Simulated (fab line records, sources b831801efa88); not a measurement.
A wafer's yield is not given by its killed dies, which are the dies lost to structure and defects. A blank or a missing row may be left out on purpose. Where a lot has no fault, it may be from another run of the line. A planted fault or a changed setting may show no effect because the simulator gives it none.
fab line records	flow sky130	part 1 of 2: steps 1 to 26 of 34
[record] lots = 5	wafers = 15	lastDay = 50
route steps=708 shown CAPM@539 METAL3@555
lots that met no fault: from a run of the same line without faults
startH: hours from the record's first day to the start of the lot's first wafer shown	waitH: how many hours have passed since the lot's step before this one	" identical to the entry in the row above	L1.1+2: a row that stands for several wafers	- no value, or no start was given	* or withheld: withheld	< > ~ a bound
route shown NAME@n: a module of which the file shows steps, and the number in the route of the first	usual: average and standard deviation across the fault-free wafers	same: alike in all rows	chamber/n: place in a boat	sites: the reading at each site	_std_site: the values' standard deviation	_edge_site: the outer-site mean with the inner-site mean subtracted	radiusMm: how far each site lies from the wafer's centre	mask NAME#n: copy n	behind: the last tool/chamber to shape the wafer	hold: the reason the lot was held/the length of the hold in hours/how it ended	device: transistor that didn't switch, given as n, p or np	end of line: the same wafers' tests at the end of the route	where a step has no rows: the recipe by itself	killed: dies that structure and defects cost at the first sort, which is not the same as the wafer's yield	map: the dies of a wafer, with x for killed, . for not killed, _ for no die there
set.NAME: the run value of the setting; set.NAME@STEP: its run value at that earlier step	model.NAME: the simulator's own value behind a step, which no gauge read
a table for each step, a row for each wafer; lots at some steps of the route
services: a tool's chamber out of use, with start hour (startH, from the record's first day; less than 0 if before it), hours out, and reason
[[steps]]
[step SKY_CAPM_SPUTTER_02]
[recipe] material = TiN	targetThkNm = 200	tempC = 300	powerW = 6500	timeS = 166.7	chamberPressurePa = 0.4
[usual] susceptorTempC = 299.99/0.2	throttleValvePct = 30.4/1.2
lot.wafer	tool	chamber	startH	waitH	susceptorTempC	throttleValvePct
L075.1	pvdSputter-02	-	842.75	0.1	299.45	29.2
L075.4	"	-	"	"	299.89	28.0
L075.5	"	-	"	"	300.07	30.8
L080.2	pvdSputter-03	-	882.95	0.0	300.21	29.0
L080.4	"	-	"	"	300.18	30.4
L080.5	"	-	"	"	300.05	29.1
L081.1	pvdSputter-03	-	895.80	0.1	300.21	32.1
L081.2	"	-	"	"	300.20	30.6
L081.6	"	-	"	"	300.27	30.8
L091.2	pvdSputter-02	-	993.21	0.0	300.24	30.7
L091.3	"	-	"	"	300.10	30.8
L091.4	"	-	"	"	299.75	29.3
L094.4	pvdSputter-03	-	1020.24	0.0	300.18	30.5
L094.5	"	-	"	"	300.14	29.1
L094.6	"	-	"	"	299.98	30.6
[step SKY_CAPM_RS_MEAS_03]
[recipe] thkMeasGauge = four-point-probe	reads = TiN_of_CAPM_SPUTTER_02
[usual] CAPM_TIN_RS = 6.93/0.059
lot.wafer	tool	chamber	startH	waitH	CAPM_TIN_RS[ohm/sq]
L075.1	filmMetro-02	-	842.86	0.1	6.93
L075.4	"	-	"	"	6.92
L075.5	"	-	"	"	6.90
L080.2	filmMetro-04	-	883.08	0.1	6.83
L080.4	"	-	"	"	6.86
L080.5	"	-	"	"	6.83
L081.1	filmMetro-02	-	895.91	0.1	6.96
L081.2	"	-	"	"	7.02
L081.6	"	-	"	"	6.93
L091.2	filmMetro-04	-	993.34	0.1	6.89
L091.3	"	-	"	"	6.94
L091.4	"	-	"	"	6.94
L094.4	filmMetro-02	-	1020.41	0.1	6.92
L094.5	"	-	"	"	6.95
L094.6	"	-	"	"	6.96
[step SKY_CAPM_THK_MEAS_04]
[recipe] thkMeasGauge = xrf	reads = TiN_of_CAPM_SPUTTER_02
[usual] CAPM_TIN_THK = 198.2/2.2
lot.wafer	tool	chamber	startH	waitH	CAPM_TIN_THK[nm]
L075.1	filmMetro-02	-	842.98	0.1	197.3
L075.4	"	-	"	"	197.7
L075.5	"	-	"	"	197.1
L080.2	filmMetro-04	-	883.19	0.1	201.7
L080.4	"	-	"	"	200.1
L080.5	"	-	"	"	200.9
L081.1	filmMetro-02	-	896.03	0.1	195.6
L081.2	"	-	"	"	194.8
L081.6	"	-	"	"	196.8
L091.2	filmMetro-04	-	993.45	0.1	200.8
L091.3	"	-	"	"	198.5
L091.4	"	-	"	"	199.5
L094.4	filmMetro-02	-	1020.50	0.1	197.8
L094.5	"	-	"	"	196.3
L094.6	"	-	"	"	196.5
[step SKY_CAPM_DEHYDRATE_05]
[recipe] tempC = 200	timeS = 60
[usual] chillPlateTempC = 23.00/0.1	plateTempC = 199.98/0.17
lot.wafer	tool	chamber	startH	waitH	chillPlateTempC	plateTempC
L075.1	lithoTrack-03	0	854.38	11.4	23.07	199.74
L075.4	"	0	"	"	23.14	199.86
L075.5	"	0	"	"	23.10	199.82
L080.2	lithoTrack-02	0	896.15	12.9	22.88	199.91
L080.4	"	0	"	"	23.03	199.85
L080.5	"	0	"	"	22.93	199.93
L081.1	lithoTrack-02	0	907.42	11.4	22.95	199.97
L081.2	"	0	"	"	23.02	199.84
L081.6	"	0	"	"	22.97	199.74
L091.2	lithoTrack-04	0	1004.76	11.3	23.12	199.80
L091.3	"	0	"	"	23.25	200.04
L091.4	"	0	"	"	23.16	200.01
L094.4	lithoTrack-03	0	1031.26	10.7	23.00	199.75
L094.5	"	0	"	"	23.05	199.81
L094.6	"	0	"	"	23.07	199.79
[step SKY_CAPM_HMDS_06]
[recipe] primeTimeS = 60	primeTempC = 120
[usual] chillPlateTempC = 23.00/0.11
lot.wafer	tool	chamber	startH	waitH	chillPlateTempC
L075.1	lithoTrack-03	0	854.53	0.1	22.90
L075.4	"	0	"	"	22.87
L075.5	"	0	"	"	22.79
L080.2	lithoTrack-02	0	896.30	0.1	23.04
L080.4	"	0	"	"	23.03
L080.5	"	0	"	"	22.86
L081.1	lithoTrack-02	0	907.57	0.1	23.15
L081.2	"	0	"	"	23.08
L081.6	"	0	"	"	22.99
L091.2	lithoTrack-04	0	1004.91	0.1	22.84
L091.3	"	0	"	"	22.90
L091.4	"	0	"	"	22.89
L094.4	lithoTrack-03	0	1031.41	0.1	23.05
L094.5	"	0	"	"	23.01
L094.6	"	0	"	"	23.15
[step SKY_CAPM_COAT_07]
[recipe] resist = NOVOLAK	spinRpm = 3000	resistThkNm = 1140
[usual] chillPlateTempC = 23.02/0.12
lot.wafer	tool	chamber	startH	waitH	chillPlateTempC
L075.1	lithoTrack-03	0	854.68	0.1	23.24
L075.4	"	0	"	"	23.04
L075.5	"	0	"	"	23.13
L080.2	lithoTrack-02	0	896.45	0.1	23.16
L080.4	"	0	"	"	23.13
L080.5	"	0	"	"	23.14
L081.1	lithoTrack-02	0	907.72	0.1	23.08
L081.2	"	0	"	"	23.25
L081.6	"	0	"	"	23.18
L091.2	lithoTrack-04	0	1005.06	0.1	22.84
L091.3	"	0	"	"	22.99
L091.4	"	0	"	"	22.90
L094.4	lithoTrack-03	0	1031.56	0.1	23.16
L094.5	"	0	"	"	23.16
L094.6	"	0	"	"	23.06
[step SKY_CAPM_SOFTBAKE_08]
[recipe] tempC = 90	timeS = 60	resist = NOVOLAK
[usual] chillPlateTempC = 23.01/0.11	plateTempC = 90.02/0.12
lot.wafer	tool	chamber	startH	waitH	chillPlateTempC	plateTempC
L075.1	lithoTrack-03	0	854.83	0.1	23.16	90.08
L075.4	"	0	"	"	22.89	90.07
L075.5	"	0	"	"	23.02	90.20
L080.2	lithoTrack-02	0	896.60	0.1	22.92	90.02
L080.4	"	0	"	"	22.90	90.04
L080.5	"	0	"	"	22.96	89.93
L081.1	lithoTrack-02	0	907.87	0.1	23.00	89.94
L081.2	"	0	"	"	23.00	90.24
L081.6	"	0	"	"	22.98	90.19
L091.2	lithoTrack-04	0	1005.21	0.1	22.99	89.96
L091.3	"	0	"	"	22.98	89.95
L091.4	"	0	"	"	22.91	89.95
L094.4	lithoTrack-03	0	1031.71	0.1	22.84	90.01
L094.5	"	0	"	"	22.96	89.93
L094.6	"	0	"	"	22.92	89.97
[step SKY_CAPM_EXPOSE_09]
[recipe] maskId = CAPM	na = 0.6	sourceShape = conventional	sigmaOuter = 0.6	polarization = unpolarized	targetCdNm = 1000	doseMj = 159
[usual] reticleTempC = 23.00/0.099
[same] sigmaOuter = 0.6
lot.wafer	tool	chamber	startH	waitH	mask	reticleTempC
L075.1	ilineStepper-01	0	-	-	CAPM#0	23.04
L075.4	"	0	"	"	CAPM#0	23.03
L075.5	"	0	"	"	CAPM#0	23.02
L080.2	ilineStepper-01	0	-	-	CAPM#0	22.95
L080.4	"	0	"	"	CAPM#0	23.03
L080.5	"	0	"	"	CAPM#0	23.12
L081.1	ilineStepper-01	0	-	-	CAPM#0	23.05
L081.2	"	0	"	"	CAPM#0	22.98
L081.6	"	0	"	"	CAPM#0	23.01
L091.2	ilineStepper-02	0	-	-	CAPM#0	22.86
L091.3	"	0	"	"	CAPM#0	22.89
L091.4	"	0	"	"	CAPM#0	22.84
L094.4	ilineStepper-02	0	-	-	CAPM#0	22.94
L094.5	"	0	"	"	CAPM#0	22.91
L094.6	"	0	"	"	CAPM#0	22.92
[step SKY_CAPM_PEB_10]
[recipe] tempC = withheld	timeS = *	resist = NOVOLAK
[usual] chillPlateTempC = *
lot.wafer	tool	chamber	startH	waitH	chillPlateTempC
L075.1	lithoTrack-02	0	-	-	*
L075.4	"	0	"	"	*
L075.5	"	0	"	"	*
L080.2	lithoTrack-04	0	-	-	*
L080.4	"	0	"	"	*
L080.5	"	0	"	"	*
L081.1	lithoTrack-03	0	-	-	*
L081.2	"	0	"	"	*
L081.6	"	0	"	"	*
L091.2	lithoTrack-04	0	-	-	*
L091.3	"	0	"	"	*
L091.4	"	0	"	"	*
L094.4	lithoTrack-02	0	-	-	*
L094.5	"	0	"	"	*
L094.6	"	0	"	"	*
[step SKY_CAPM_DEVELOP_11]
[recipe] resist = NOVOLAK	developer = TMAH	developTimeS = 60	devTempC = 23
[usual] chillPlateTempC = 23.01/0.11
[same] developTimeS = 60
lot.wafer	tool	chamber	startH	waitH	chillPlateTempC
L075.1	lithoTrack-02	0	868.32	0.1	23.22
L075.4	"	0	"	"	23.20
L075.5	"	0	"	"	23.16
L080.2	lithoTrack-04	0	908.81	0.1	23.09
L080.4	"	0	"	"	23.06
L080.5	"	0	"	"	23.10
L081.1	lithoTrack-03	0	920.78	0.1	23.11
L081.2	"	0	"	"	22.84
L081.6	"	0	"	"	22.96
L091.2	lithoTrack-04	0	1015.66	0.1	22.97
L091.3	"	0	"	"	22.91
L091.4	"	0	"	"	22.86
L094.4	lithoTrack-02	0	1042.50	0.1	22.75
L094.5	"	0	"	"	22.87
L094.6	"	0	"	"	22.83
[step SKY_CAPM_OVL_MEAS_12]
[usual] CAPM_OVL = 0.3/1.4
lot.wafer	tool	chamber	startH	waitH	CAPM_OVL[nm]
L075.1	overlay-02	-	868.47	0.1	-1.5
L075.4	"	-	"	"	-1.4
L075.5	"	-	"	"	-1.2
L080.2	overlay-02	-	908.94	0.1	2.1
L080.4	"	-	"	"	0.8
L080.5	"	-	"	"	1.1
L081.1	overlay-02	-	920.93	0.1	0.4
L081.2	"	-	"	"	-1.0
L081.6	"	-	"	"	1.0
L091.2	overlay-02	-	1015.79	0.1	-1.3
L091.3	"	-	"	"	-1.4
L091.4	"	-	"	"	-2.2
L094.4	overlay-01	-	1042.59	0.1	1.6
L094.5	"	-	"	"	3.4
L094.6	"	-	"	"	1.7
[step SKY_CAPM_METAL_ETCH_13]
[recipe] targetDepthNm = 220	stopOn = SiO2	chemistry = Cl2/BCl3	target = TiN	pressureMtorr = 10	icpW = 900	biasW = 48.5	Cl2_flow_sccm = 60	bcl3FlowSccm = 30	timeS = 62.9
[usual] drypumpMotorCurrentA = 6.0/0.48	oesProductAu = 0.940/0.0063	throttleValvePct = 21.901/0.01
lot.wafer	tool	chamber	startH	waitH	drypumpMotorCurrentA	oesProductAu	rfHoursCounterH	throttleValvePct
L075.1	rieMetal-04	0	868.51	0.0	5.7	0.939	9	21.900
L075.4	"	0	"	"	5.7	0.944	-	21.902
L075.5	"	0	"	"	5.7	0.951	-	21.912
L080.2	rieMetal-04	1	908.97	0.0	5.7	0.943	1	21.898
L080.4	"	0	"	"	5.7	0.941	-	21.911
L080.5	"	1	"	"	5.7	0.947	-	21.896
L081.1	rieMetal-01	1	920.97	0.0	5.5	0.936	11	21.922
L081.2	"	0	"	"	5.7	0.938	6	21.930
L081.6	"	0	"	"	5.7	0.937	-	21.897
L091.2	rieMetal-03	1	1015.85	0.0	6.7	0.939	-	21.895
L091.3	"	1	"	"	6.8	0.934	-	21.895
L091.4	"	1	"	"	6.8	0.938	-	21.910
L094.4	rieMetal-03	0	1042.64	0.0	6.1	0.940	-	21.889
L094.5	"	0	"	"	6.1	0.941	-	21.887
L094.6	"	1	"	"	6.8	0.938	-	21.903
[step SKY_CAPM_STRIP_14]
[recipe] chemistry = O2/N2	powerW = 1400	pressureMtorr = 1500	platenTempC = withheld	o2FlowSccm = 3000	n2FlowSccm = 300	overashFraction = 0.5
[usual] drypumpMotorCurrentA = 5.8/0.42	oesProductAu = 0.711/0.0046	stripTimeToEndpointS = 12.67/0.049
lot.wafer	tool	chamber	startH	waitH	drypumpMotorCurrentA	oesProductAu	rfHoursCounterH	stripTimeToEndpointS
L075.1	plasmaAsher-04	0	868.66	0.1	5.8	0.708	43	12.71
L075.4	"	0	"	"	5.8	0.714	-	12.74
L075.5	"	1	"	"	5.7	0.717	-	12.69
L080.2	plasmaAsher-01	0	909.05	0.1	5.6	0.707	17	12.66
L080.4	"	1	"	"	6.7	0.710	-	12.73
L080.5	"	1	"	"	6.6	0.714	-	12.62
L081.1	plasmaAsher-01	1	921.07	0.1	6.6	0.708	18	12.69
L081.2	"	0	"	"	5.5	0.711	18	12.65
L081.6	"	1	"	"	6.6	0.706	-	12.71
L091.2	plasmaAsher-01	0	1015.98	0.1	5.6	0.710	28	12.63
L091.3	"	1	"	"	6.6	0.707	-	12.59
L091.4	"	0	"	"	5.6	0.709	-	12.63
L094.4	plasmaAsher-03	0	1042.72	0.1	5.2	0.709	-	12.63
L094.5	"	1	"	"	5.6	0.709	-	12.70
L094.6	"	0	"	"	5.2	0.722	-	12.66
[step SKY_CAPM_STRIP_15]
[recipe] chemistry = postEtchResidueRemover	timeS = 1200	tempC = 72.5
lot.wafer	tool	chamber	startH	waitH
L075.1+4+5	wetBench-02	0	868.76	0.1
L080.2+4+5	wetBench-03	3	909.15	0.1
L081.1+2+6	wetBench-02	0	921.17	0.1
L091.2+3+4	wetBench-03	2	1016.08	0.1
L094.4+5+6	wetBench-01	3	1042.79	0.0
[step SKY_CAPM_CLEAN_16]
[recipe] chemistry = IPA	timeS = 180	tempC = 25
lot.wafer	tool	chamber	startH	waitH
L075.1+4+5	wetBench-01	3	869.11	0.0
L080.2+4+5	wetBench-02	2	909.52	0.0
L081.1+2+6	wetBench-01	3	921.51	0.0
L091.2+3+4	wetBench-01	0	1016.42	0.0
L094.4+5+6	wetBench-03	3	1043.16	0.0
[step SKY_CAPM_CLEAN_17]
[recipe] chemistry = O3/DIW	dry = n2Spin
lot.wafer	tool	chamber	startH	waitH
L075.1+4+5	wetBench-02	3	869.17	0.0
L080.2+4+5	wetBench-01	0	909.58	0.0
L081.1+2+6	wetBench-03	3	921.58	0.0
L091.2+3+4	wetBench-02	0	1016.48	0.0
L094.4+5+6	wetBench-02	2	1043.22	0.0
[step SKY_METAL3_DEHYDRATE_05]
[recipe] tempC = 200	timeS = 60
[usual] chillPlateTempC = 23.01/0.11	plateTempC = 200.04/0.16
lot.wafer	tool	chamber	startH	waitH	chillPlateTempC	plateTempC
L075.1	lithoTrack-02	0	880.92	11.7	22.85	200.06
L075.4	"	0	"	"	22.89	200.16
L075.5	"	0	"	"	22.96	200.21
L080.2	lithoTrack-04	0	922.11	12.4	23.01	200.03
L080.4	"	0	"	"	22.79	199.98
L080.5	"	0	"	"	22.96	199.60
L081.1	lithoTrack-01	0	932.84	11.2	22.98	200.07
L081.2	"	0	"	"	22.98	200.19
L081.6	"	0	"	"	23.01	199.92
L091.2	lithoTrack-01	0	1027.97	11.4	22.92	199.76
L091.3	"	0	"	"	22.91	199.98
L091.4	"	0	"	"	22.95	200.31
L094.4	lithoTrack-02	0	1053.95	10.6	22.92	199.99
L094.5	"	0	"	"	22.86	199.92
L094.6	"	0	"	"	22.80	200.12
[step SKY_METAL3_HMDS_06]
[recipe] primeTimeS = 60	primeTempC = 120
[usual] chillPlateTempC = 23.01/0.13
lot.wafer	tool	chamber	startH	waitH	chillPlateTempC
L075.1	lithoTrack-02	0	881.07	0.1	23.04
L075.4	"	0	"	"	22.98
L075.5	"	0	"	"	23.17
L080.2	lithoTrack-04	0	922.26	0.1	23.10
L080.4	"	0	"	"	23.23
L080.5	"	0	"	"	22.98
L081.1	lithoTrack-01	0	932.99	0.1	23.23
L081.2	"	0	"	"	23.31
L081.6	"	0	"	"	23.22
L091.2	lithoTrack-01	0	1028.12	0.1	22.85
L091.3	"	0	"	"	22.75
L091.4	"	0	"	"	22.91
L094.4	lithoTrack-02	0	1054.10	0.1	23.05
L094.5	"	0	"	"	23.13
L094.6	"	0	"	"	23.10
[step SKY_METAL3_COAT_07]
[recipe] resist = BARC	tempC = withheld	timeS = withheld	spinRpm = 3000	resistThkNm = 60
[usual] chillPlateTempC = *
lot.wafer	tool	chamber	startH	waitH	chillPlateTempC
L075.1	lithoTrack-02	0	881.22	0.1	*
L075.4	"	0	"	"	*
L075.5	"	0	"	"	*
L080.2	lithoTrack-04	0	922.41	0.1	*
L080.4	"	0	"	"	*
L080.5	"	0	"	"	*
L081.1	lithoTrack-01	0	933.14	0.1	*
L081.2	"	0	"	"	*
L081.6	"	0	"	"	*
L091.2	lithoTrack-01	0	1028.27	0.1	*
L091.3	"	0	"	"	*
L091.4	"	0	"	"	*
L094.4	lithoTrack-02	0	1054.25	0.1	*
L094.5	"	0	"	"	*
L094.6	"	0	"	"	*
[step SKY_METAL3_COAT_08]
[recipe] resist = KrF-thick	spinRpm = 3000	resistThkNm = 1140
[usual] chillPlateTempC = 22.99/0.11
lot.wafer	tool	chamber	startH	waitH	chillPlateTempC
L075.1	lithoTrack-02	0	-	-	23.24
L075.4	"	0	"	"	23.04
L075.5	"	0	"	"	23.23
L080.2	lithoTrack-04	0	-	-	23.06
L080.4	"	0	"	"	23.03
L080.5	"	0	"	"	23.21
L081.1	lithoTrack-01	0	-	-	22.95
L081.2	"	0	"	"	22.99
L081.6	"	0	"	"	22.93
L091.2	lithoTrack-01	0	-	-	22.93
L091.3	"	0	"	"	23.06
L091.4	"	0	"	"	22.94
L094.4	lithoTrack-02	0	-	-	23.03
L094.5	"	0	"	"	22.86
L094.6	"	0	"	"	22.98
[step SKY_METAL3_SOFTBAKE_09]
[recipe] tempC = 100	timeS = 90	resist = KrF-thick
[usual] chillPlateTempC = 22.99/0.11	plateTempC = 99.97/0.11
lot.wafer	tool	chamber	startH	waitH	chillPlateTempC	plateTempC
L075.1	lithoTrack-02	0	-	-	23.00	100.01
L075.4	"	0	"	"	23.01	99.89
L075.5	"	0	"	"	22.98	99.94
L080.2	lithoTrack-04	0	-	-	22.95	99.95
L080.4	"	0	"	"	22.83	100.06
L080.5	"	0	"	"	22.82	99.91
L081.1	lithoTrack-01	0	-	-	22.81	99.97
L081.2	"	0	"	"	22.94	100.01
L081.6	"	0	"	"	22.86	99.88
L091.2	lithoTrack-01	0	-	-	23.12	99.86
L091.3	"	0	"	"	23.06	99.89
L091.4	"	0	"	"	23.04	99.91
L094.4	lithoTrack-02	0	-	-	22.92	100.02
L094.5	"	0	"	"	22.91	100.02
L094.6	"	0	"	"	22.97	100.02
[step SKY_METAL3_EXPOSE_10]
[recipe] maskId = MM3	na = 0.68	sourceShape = annular	sigmaInner = 0.4	sigmaOuter = 0.8	targetCdNm = 300	doseMj = 28
[usual] reticleTempC = 23.00/0.12
[same] sigmaOuter = 0.8
lot.wafer	tool	chamber	startH	waitH	mask	reticleTempC
L075.1	krfScanner-02	0	-	-	MM3#0	22.85
L075.4	"	0	"	"	MM3#0	22.93
L075.5	"	0	"	"	MM3#0	22.74
L080.2	krfScanner-02	0	-	-	MM3#0	23.00
L080.4	"	0	"	"	MM3#0	23.08
L080.5	"	0	"	"	MM3#0	23.16
L081.1	krfScanner-01	0	-	-	MM3#0	23.04
L081.2	"	0	"	"	MM3#0	22.99
L081.6	"	0	"	"	MM3#0	23.05
L091.2	krfScanner-01	0	-	-	MM3#0	22.83
L091.3	"	0	"	"	MM3#0	22.91
L091.4	"	0	"	"	MM3#0	22.97
L094.4	krfScanner-01	0	-	-	MM3#0	23.00
L094.5	"	0	"	"	MM3#0	23.08
L094.6	"	0	"	"	MM3#0	22.94
[step SKY_METAL3_PEB_11]
[recipe] pebTempC = withheld	pebTimeS = withheld	resist = KrF-thick
[usual] chillPlateTempC = *
lot.wafer	tool	chamber	startH	waitH	chillPlateTempC
L075.1	lithoTrack-02	0	-	-	*
L075.4	"	0	"	"	*
L075.5	"	0	"	"	*
L080.2	lithoTrack-02	0	-	-	*
L080.4	"	0	"	"	*
L080.5	"	0	"	"	*
L081.1	lithoTrack-02	0	-	-	*
L081.2	"	0	"	"	*
L081.6	"	0	"	"	*
L091.2	lithoTrack-01	0	-	-	*
L091.3	"	0	"	"	*
L091.4	"	0	"	"	*
L094.4	lithoTrack-04	0	-	-	*
L094.5	"	0	"	"	*
L094.6	"	0	"	"	*
[step SKY_METAL3_DEVELOP_12]
[recipe] developTimeS = 60	resist = KrF-thick	devTempC = 21
[usual] chillPlateTempC = 22.99/0.11
[same] developTimeS = 60
lot.wafer	tool	chamber	startH	waitH	chillPlateTempC
L075.1	lithoTrack-02	0	-	-	23.00
L075.4	"	0	"	"	22.90
L075.5	"	0	"	"	22.91
L080.2	lithoTrack-02	0	-	-	22.87
L080.4	"	0	"	"	22.84
L080.5	"	0	"	"	23.01
L081.1	lithoTrack-02	0	-	-	22.94
L081.2	"	0	"	"	23.10
L081.6	"	0	"	"	23.11
L091.2	lithoTrack-01	0	-	-	23.02
L091.3	"	0	"	"	22.99
L091.4	"	0	"	"	22.97
L094.4	lithoTrack-04	0	-	-	22.97
L094.5	"	0	"	"	22.93
L094.6	"	0	"	"	22.87
[step SKY_METAL3_CD_MEAS_13]
[recipe] targetCdNm = 300
[usual] cdNm = 299.9/1.3
lot.wafer	tool	chamber	startH	waitH	cdNm
L075.1	cdSem-02	-	894.92	-	301.1
L075.4	"	-	"	"	303.1
L075.5	"	-	"	"	301.9
L080.2	cdSem-02	-	934.59	-	299.2
L080.4	"	-	"	"	298.7
L080.5	"	-	"	"	298.4
L081.1	cdSem-01	-	946.62	-	300.1
L081.2	"	-	"	"	298.8
L081.6	"	-	"	"	299.1
L091.2	cdSem-02	-	1038.71	-	299.0
L091.3	"	-	"	"	296.8
L091.4	"	-	"	"	297.2
L094.4	cdSem-01	-	1065.14	-	301.2
L094.5	"	-	"	"	300.8
L094.6	"	-	"	"	300.2
[step SKY_METAL3_OVL_MEAS_14]
[usual] METAL3_OVL = 1/4.9
lot.wafer	tool	chamber	startH	waitH	METAL3_OVL[nm]
L075.1	overlay-02	-	895.04	0.1	1
L075.4	"	-	"	"	10
L075.5	"	-	"	"	5
L080.2	overlay-01	-	934.70	0.1	8
L080.4	"	-	"	"	1
L080.5	"	-	"	"	10
L081.1	overlay-02	-	946.74	0.1	5
L081.2	"	-	"	"	4
L081.6	"	-	"	"	3
L091.2	overlay-02	-	1038.82	0.1	-1
L091.3	"	-	"	"	-4
L091.4	"	-	"	"	-3
L094.4	overlay-02	-	1065.22	0.1	0
L094.5	"	-	"	"	-1
L094.6	"	-	"	"	-4
